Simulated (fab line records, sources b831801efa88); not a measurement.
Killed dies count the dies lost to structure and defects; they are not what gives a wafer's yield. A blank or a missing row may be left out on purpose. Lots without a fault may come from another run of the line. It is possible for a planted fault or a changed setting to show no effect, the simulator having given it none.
Comparing a struck lot with a sound one ; flow sky130 ; 37 steps out of a route of 708
Sound: these wafers, L654.1, L654.5, L654.6. Wafers L660.3, L660.5, L660.6 were the ones struck. The cause comes at the end.
Per side, at each step with rows, come the tool, then ch with its chambers, and then its first start. Under that, the readings that differ: sound wafers ; struck wafers ; difference of the means ; sigmas: that difference in standard deviations of wafers without a fault.
alike: a reading whose means differ by less than 2 such deviations, as well as words and numbers matching on both sides. not compared: withheld readings; readings where some wafer has no value; bounds like >300 that might hide an equal value; numbers whose values overlap and for which the record gives no deviation.
The two part at a step that has a row with sigmas, a row that says differs or no value, or rows on one side only. When numbers do not overlap yet have no deviation, they are printed without sigmas and do not part them. A reading that every wafer of one side lacks parts them only if that side has two wafers or more.

first, 10 steps without rows for these wafers: SKY_VIA2_CLEAN_18 (cleans in IPA, time 180 s); SKY_VIA2_CLEAN_19 (cleans in O3/DIW); SKY_VIA2_SPUTTER_20 (material TiN, target thk 20 nm, time 80 s); SKY_VIA2_CVD_21 (deposits W, target thk 420 nm, time 126.4 s); SKY_VIA2_CMP_24 (polishes, stops on SiO2, t overpolish 20 s, target thk 0 nm); SKY_METAL3_SPUTTER_00 (material Ti, target thk 15 nm, time 10 s); SKY_METAL3_SPUTTER_01 (material TiN, target thk 20 nm, time 16.7 s); SKY_METAL3_SPUTTER_02 (material AlCu, target thk 735 nm, time 39.1 s); SKY_METAL3_SPUTTER_03 (material Ti, target thk 5 nm, time 3.3 s); SKY_METAL3_SPUTTER_04 (material TiN, target thk 70 nm, time 58.3 s).
SKY_CAPM_CVD_00: deposits SiO2, target thk 15.5 nm.
  sound on pecvd-02 ch 0,1,2, day 36 14:44; struck on pecvd-02 ch 0,2, day 38 20:16
reading;sound;struck;difference;sigmas
rfFwdPowerW (W);444.6 439.5 441.0;371.0 365.3 372.4;-72.1;-29
model.SiO2_of_CAPM_CVD_00.thkNm (nm);15.33 15.44 15.52;14.48 14.76 14.34;-0.90;
  alike: heaterPowerW
SKY_CAPM_THK_MEAS_01:
  sound on filmMetro-04, day 36 14:45; struck on filmMetro-03, day 38 20:19
reading;sound;struck;difference;sigmas
CAPM_CVD_00_THK (nm);15.30 15.36 15.47;14.50 14.75 14.34;-0.85;-4
then, 23 steps without rows for these wafers: SKY_CAPM_SPUTTER_02 (material TiN, target thk 200 nm, time 166.7 s); SKY_CAPM_DEHYDRATE_05 (time 60 s); SKY_CAPM_HMDS_06 (prime time 60 s); SKY_CAPM_COAT_07 (resist thk 1140 nm); SKY_CAPM_SOFTBAKE_08 (time 60 s); SKY_CAPM_EXPOSE_09 (exposes mask CAPM, target cd 1000 nm); SKY_CAPM_PEB_10; SKY_CAPM_DEVELOP_11 (develop time 60 s); SKY_CAPM_METAL_ETCH_13 (etches TiN in Cl2/BCl3, stops on SiO2, target depth 220 nm, time 62.9 s); SKY_CAPM_STRIP_14 (strips in O2/N2); SKY_CAPM_STRIP_15 (strips in post etch residue remover, time 1200 s); SKY_CAPM_CLEAN_16 (cleans in IPA, time 180 s); SKY_CAPM_CLEAN_17 (cleans in O3/DIW); SKY_METAL3_DEHYDRATE_05 (time 60 s); SKY_METAL3_HMDS_06 (prime time 60 s); SKY_METAL3_COAT_07 (resist thk 60 nm); SKY_METAL3_COAT_08 (resist thk 1140 nm); SKY_METAL3_SOFTBAKE_09 (time 90 s); SKY_METAL3_EXPOSE_10 (exposes mask MM3, target cd 300 nm); SKY_METAL3_PEB_11; SKY_METAL3_DEVELOP_12 (develop time 60 s); SKY_METAL3_DESCUM_15 (chemistry O2, time 8 s); SKY_METAL3_ETCH_16 (etches BARC in N2/H2, stops on SiO2, time 88.2 s, target depth 60 nm).
-- the record jumps here: 2 days lie between the struck wafers' starts before and after --
SKY_METAL3_ETCH_17: etches SiO2 in C4F8/O2/Ar, stops on TiN, time 3.9 s, target depth 15 nm.
  sound on rieDiel-04 ch 1,2,3, day 38 18:23; struck on rieDiel-01 ch 0,1, day 40 22:17
reading;sound;struck;difference;sigmas
oesProductAu (a.u.);0.752 0.747 0.753;0.728 0.729 0.727;-0.023;-3
  alike: chamberPressureMTorr, rfFwdPowerW
-- the record jumps here: 7 days lie between the struck wafers' starts before and after (it left off in module METAL3 and takes up again in module PAD_OPEN, whose first step shown is number 708 of the route) --
SKY_PAD_OPEN_PROBE_99:
  sound on prober-02, day 45 22:56; struck on prober-01, day 47 17:09
reading;sound;struck;difference;sigmas
model.etest.capMim.bvV (V);14.04 13.69 13.62;13.24 13.43 12.9;-0.59;
model.etest.capMim.cFfUm2;2.394 2.356 2.336;2.529 2.455 2.541;+0.146;
  alike: defectLimitedYield, killed_at_M0_to_M3, killed_at_M4_up, killedAtContacts, killedAtFrontEnd, killedAtOther, killedDies, killedOpen, killedShort, sort_bin_3_pad_short, sort_bin_5_function, sort_bin_6_memory, sortNPass, sortYieldPct
  not compared: model.etest.capMim.leakLog10ACm2

WHERE THEY PART
First at SKY_CAPM_CVD_00; last, within this record, at SKY_METAL3_ETCH_17. Later steps at which nothing parts them and some readings are alike: SKY_PAD_OPEN_PROBE_99.

WHY: the cause the simulator had injected
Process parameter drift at SKY_CAPM_CVD_00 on pecvd-02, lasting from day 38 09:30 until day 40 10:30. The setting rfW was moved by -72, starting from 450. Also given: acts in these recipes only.
